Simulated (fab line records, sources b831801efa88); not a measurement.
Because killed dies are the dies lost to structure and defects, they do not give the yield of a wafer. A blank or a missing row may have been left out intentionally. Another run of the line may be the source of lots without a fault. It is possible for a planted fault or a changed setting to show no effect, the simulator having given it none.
Which of the tools did it? | flow sky130 | 15 lots, 45 wafers sampled, at 6 steps of a route of 708

WHAT THE GAUGES SHOWED, per wafer
SKY_LDD_P_OVL_MEAS_08.
lot  | measured     | on         | LDD_P_OVL (nm)
L257 | day 18 22:17 | overlay-02 | 0.2 -1.5 -0.5
L260 | day 20 01:15 | overlay-01 | 2.3 1.8 1.4
L262 | day 21 01:04 | overlay-01 | -1.5 -0.9 -0.6
L263 | day 21 01:43 | overlay-02 | -0.4 -0.7 -1.1
L264 | day 21 15:36 | overlay-01 | -0.7 -0.3 -0.5
L265 | day 22 03:04 | overlay-02 | 0.3 1.1 1.1
L266 | day 22 12:45 | overlay-01 | 0.8 1.0 -0.2
L268 | day 23 04:08 | overlay-02 | -2.0 -0.8 -0.6
L269 | day 23 16:22 | overlay-02 | 2.3 -3.2 -1.9
L275 | day 25 21:55 | overlay-02 | 0.3 0.7 0.4
L274 | day 26 01:28 | overlay-02 | 3.2 0.2 0.6
L276 | day 26 11:27 | overlay-02 | 0.8 2.9 -0.3
L277 | day 26 12:33 | overlay-02 | 3.2 0.3 1.5
L279 | day 27 02:38 | overlay-02 | -1.0 -3.7 -0.5
L280 | day 27 05:43 | overlay-01 | 2.9 0.8 1.6

SKY_CAP2M_RS_MEAS_03: the measuring method here is four-point-probe.
lot  | measured     | on            | CAP2M_TIN_RS (ohm/sq)
L257 | day 39 14:40 | film metro-03 | 6.86 6.91 6.88
L260 | day 40 14:07 | film metro-03 | 6.83 6.91 6.82
L262 | day 41 09:22 | film metro-02 | 6.92 6.90 6.95
L263 | day 41 10:56 | film metro-01 | 6.89 6.94 6.95
L264 | day 41 19:31 | film metro-03 | 6.90 6.90 6.91
L265 | day 42 05:00 | film metro-02 | 6.81 6.82 6.84
L266 | day 42 13:01 | film metro-02 | 6.83 6.88 6.85
L268 | day 43 02:20 | film metro-02 | 6.89 6.92 6.99
L269 | day 43 06:32 | film metro-03 | 6.85 6.85 6.85
L275 | day 45 01:37 | film metro-01 | - - -
L274 | day 45 05:29 | film metro-02 | - - -
L276 | day 45 11:20 | film metro-03 | - - -
L277 | day 45 15:06 | film metro-02 | 6.86 6.86 6.88
L279 | day 45 22:14 | film metro-02 | 6.87 6.84 6.82
L280 | day 46 02:01 | film metro-02 | 6.79 6.82 6.78

SKY_CAP2M_THK_MEAS_04: measures by xrf.
lot  | measured     | on            | CAP2M_TIN_THK (nm)
L257 | day 39 14:47 | film metro-03 | 199.1 198.2 198.7
L260 | day 40 14:14 | film metro-03 | 199.8 197.6 199.5
L262 | day 41 09:28 | film metro-02 | 198.3 198.7 197.9
L263 | day 41 11:04 | film metro-01 | 199.0 197.5 196.9
L264 | day 41 19:38 | film metro-03 | 198.7 198.2 198.3
L265 | day 42 05:07 | film metro-02 | 202.6 202.2 200.4
L266 | day 42 13:08 | film metro-02 | 201.7 200.0 200.9
L268 | day 43 02:27 | film metro-02 | 198.4 197.2 195.5
L269 | day 43 06:38 | film metro-03 | 200.6 200.5 201.7
L275 | day 45 01:43 | film metro-01 | <0.0 <0.0 <0.0
L274 | day 45 05:36 | film metro-02 | <0.0 <0.0 <0.0
L276 | day 45 11:28 | film metro-03 | <0.0 <0.0 <0.0
L277 | day 45 15:13 | film metro-02 | 200.7 199.5 198.1
L279 | day 45 22:22 | film metro-02 | 199.4 201.2 200.3
L280 | day 46 02:07 | film metro-02 | 202.4 201.5 203.4

EACH LOT AND THE TOOL THAT RAN IT (in order: tool; ch and the chambers of the sampled wafers; start)
lot  | SKY_FIELD_ISO_ETCH_17           | SKY_VT_ADJUST_HVTR_STRIP_10          | SKY_CAP2M_SPUTTER_02
L257 | rie si-02 ch 2,3, day 2 04:40   | plasma asher-01 ch 0,1, day 9 09:32  | pvd sputter-03, day 39 14:33
L260 | rie si-02 ch 0,2,3, day 2 21:49 | plasma asher-01 ch 0, day 10 08:17   | pvd sputter-04, day 40 13:59
L262 | rie si-01 ch 1,2,3, day 3 08:22 | plasma asher-01 ch 0,1, day 10 21:59 | pvd sputter-03, day 41 09:14
L263 | rie si-01 ch 0,1,2, day 3 11:07 | plasma asher-03 ch 0,1, day 11 00:02 | pvd sputter-02, day 41 10:50
L264 | rie si-02 ch 0,1,2, day 3 17:01 | plasma asher-03 ch 0,1, day 11 10:53 | pvd sputter-04, day 41 19:23
L265 | rie si-02 ch 1,2, day 4 00:04   | plasma asher-02 ch 0,1, day 11 20:53 | pvd sputter-04, day 42 04:52
L266 | rie si-02 ch 2,3, day 4 05:28   | plasma asher-01 ch 1, day 12 05:32   | pvd sputter-04, day 42 12:53
L268 | rie si-02 ch 0,1,2, day 4 16:13 | plasma asher-03 ch 0,1, day 12 18:44 | pvd sputter-02, day 43 02:13
L269 | rie si-02 ch 0,1,3, day 4 23:19 | plasma asher-02 ch 0,1, day 13 05:13 | pvd sputter-03, day 43 06:23
L275 | rie si-01 ch 0,1,2, day 6 10:13 | plasma asher-02 ch 0,1, day 15 10:35 | pvd sputter-03, day 45 01:29
L274 | rie si-02 ch 1,3, day 6 11:10   | plasma asher-03 ch 0,1, day 15 11:29 | pvd sputter-03, day 45 05:22
L276 | rie si-01 ch 1,2,3, day 6 18:19 | plasma asher-01 ch 0,1, day 15 21:29 | pvd sputter-02, day 45 11:14
L277 | rie si-02 ch 0,1,3, day 6 18:42 | plasma asher-03 ch 0,1, day 15 22:02 | pvd sputter-02, day 45 14:59
L279 | rie si-01 ch 0,1,3, day 7 00:51 | plasma asher-03 ch 0,1, day 16 06:41 | pvd sputter-04, day 45 22:08
L280 | rie si-02 ch 0,1,3, day 7 05:49 | plasma asher-03 ch 0,1, day 16 13:35 | pvd sputter-04, day 46 01:53
- SKY_FIELD_ISO_ETCH_17: etches Si in HBr/Cl2/O2, target depth 342 nm, time 97.7 s.
- SKY_VT_ADJUST_HVTR_STRIP_10: strips in O2/N2.
- SKY_CAP2M_SPUTTER_02: material TiN, target thk 200 nm, time 166.7 s.

AS READ BY THE TOOLS THEMSELVES (means over the sampled wafers that have a number; for cases with no such wafer, the mark the record gives instead)
SKY_FIELD_ISO_ETCH_17.
lot  | tool      | HBr_flow_sccm (sccm) | drypump motor current A (A) | oes product au (a.u.) | throttle valve pct (%)
L257 | rie si-02 | 149.3                | 5.9                         | 0.991                 | 25.661
L260 | rie si-02 | 149.8                | 5.6                         | 0.996                 | 25.666
L262 | rie si-01 | 149.9                | 5.9                         | 1.003                 | 25.661
L263 | rie si-01 | 150.3                | 5.6                         | 0.999                 | 25.646
L264 | rie si-02 | 150.0                | 5.4                         | 0.996                 | 25.658
L265 | rie si-02 | 150.1                | 5.4                         | 1.000                 | 25.647
L266 | rie si-02 | 149.8                | 5.9                         | 1.000                 | 25.654
L268 | rie si-02 | 150.2                | 5.3                         | 0.998                 | 25.650
L269 | rie si-02 | 149.9                | 5.4                         | 0.989                 | 25.665
L275 | rie si-01 | 149.9                | 5.6                         | 1.004                 | 25.654
L274 | rie si-02 | 150.0                | 5.7                         | 1.001                 | 25.659
L276 | rie si-01 | 149.7                | 5.9                         | 1.005                 | 25.648
L277 | rie si-02 | 150.2                | 5.4                         | 1.010                 | 25.652
L279 | rie si-01 | 149.8                | 5.7                         | 1.003                 | 25.657
L280 | rie si-02 | 150.3                | 5.4                         | 1.001                 | 25.654

SKY_VT_ADJUST_HVTR_STRIP_10.
lot  | tool            | drypump motor current A (A) | oes product au (a.u.) | strip time to endpoint s (s)
L257 | plasma asher-01 | 5.5                         | 0.713                 | 14.21
L260 | plasma asher-01 | 5.1                         | 0.715                 | 14.14
L262 | plasma asher-01 | 5.5                         | 0.716                 | 14.13
L263 | plasma asher-03 | 6.3                         | 0.716                 | 14.24
L264 | plasma asher-03 | 6.0                         | 0.714                 | 14.23
L265 | plasma asher-02 | 5.8                         | 0.715                 | 14.18
L266 | plasma asher-01 | 5.7                         | 0.719                 | 14.18
L268 | plasma asher-03 | 6.0                         | 0.715                 | 14.21
L269 | plasma asher-02 | 5.6                         | 0.716                 | 14.14
L275 | plasma asher-02 | 5.8                         | 0.710                 | 14.23
L274 | plasma asher-03 | 6.2                         | 0.717                 | 14.17
L276 | plasma asher-01 | 5.3                         | 0.720                 | 14.22
L277 | plasma asher-03 | 6.0                         | 0.719                 | 14.21
L279 | plasma asher-03 | 6.3                         | 0.721                 | 14.21
L280 | plasma asher-03 | 6.3                         | 0.714                 | 14.16

SKY_CAP2M_SPUTTER_02.
lot  | tool           | cathode dc power W (W) | chamber pressure pa (Pa) | substrate temp c (C) | throttle valve pct (%)
L257 | pvd sputter-03 | 6500.3                 | 0.4005                   | 299.82               | 29.3
L260 | pvd sputter-04 | 6499.8                 | 0.4007                   | 299.83               | 32.5
L262 | pvd sputter-03 | 6499.9                 | 0.3996                   | 300.03               | 30.7
L263 | pvd sputter-02 | 6500.5                 | 0.4006                   | 299.95               | 29.9
L264 | pvd sputter-04 | 6500.4                 | 0.3994                   | 300.02               | 31.9
L265 | pvd sputter-04 | 6499.3                 | 0.3997                   | 300.13               | 31.8
L266 | pvd sputter-04 | 6499.9                 | 0.3990                   | 299.90               | 32.4
L268 | pvd sputter-02 | 6500.8                 | 0.4008                   | 299.89               | 32.0
L269 | pvd sputter-03 | 6500.9                 | 0.4007                   | 299.96               | 30.5
L275 | pvd sputter-03 | -                      | -                        | -                    | -
L274 | pvd sputter-03 | -                      | -                        | -                    | -
L276 | pvd sputter-02 | -                      | -                        | -                    | -
L277 | pvd sputter-02 | 6499.4                 | 0.3997                   | 300.15               | 30.7
L279 | pvd sputter-04 | 6500.7                 | 0.3995                   | 300.12               | 31.4
L280 | pvd sputter-04 | 6498.7                 | 0.3993                   | 299.96               | 31.3

THE ANSWER, worked out from the rows above alone
Rule: the lots themselves supply what counts as usual. The widest of any qualifying gaps counts: lots, ordered by their means at a reading, are off when they make up no more than a third of the lots, leave a main group of 4 or more, and stand apart from it by 3 or more times the standard deviation of that group's means. If all means in a main group match to the digits the tables above print for the reading, that group is not used. A lot without any number at a reading at which 4 lots or more have one is off too. All remaining lots with rows at the step are treated as sound. First the gauges in route order, then the tools' own readings, where a lot's mean is used as printed above. At the first step where some lot is off, the reading lying furthest off is the one used; lots without a number count as furthest.
Off: L275, L274, L276, seen at SKY_CAP2M_RS_MEAS_03 (CAP2M_TIN_RS). Without a number there: L275, L274, L276. Main group: mean 6.87 ohm/sq, sd 0.041.
If a tool, at a process step before that reading, ran all the lots that are off and no sound lot after the first of them, it fits. Not tried: the gauges at SKY_CAP2M_RS_MEAS_03; whatever is off there is also off at SKY_CAP2M_SPUTTER_02, on other tools, and gauge error can't account for it. None of those tried fits.

WHAT THE SIMULATOR HAD INSERTED
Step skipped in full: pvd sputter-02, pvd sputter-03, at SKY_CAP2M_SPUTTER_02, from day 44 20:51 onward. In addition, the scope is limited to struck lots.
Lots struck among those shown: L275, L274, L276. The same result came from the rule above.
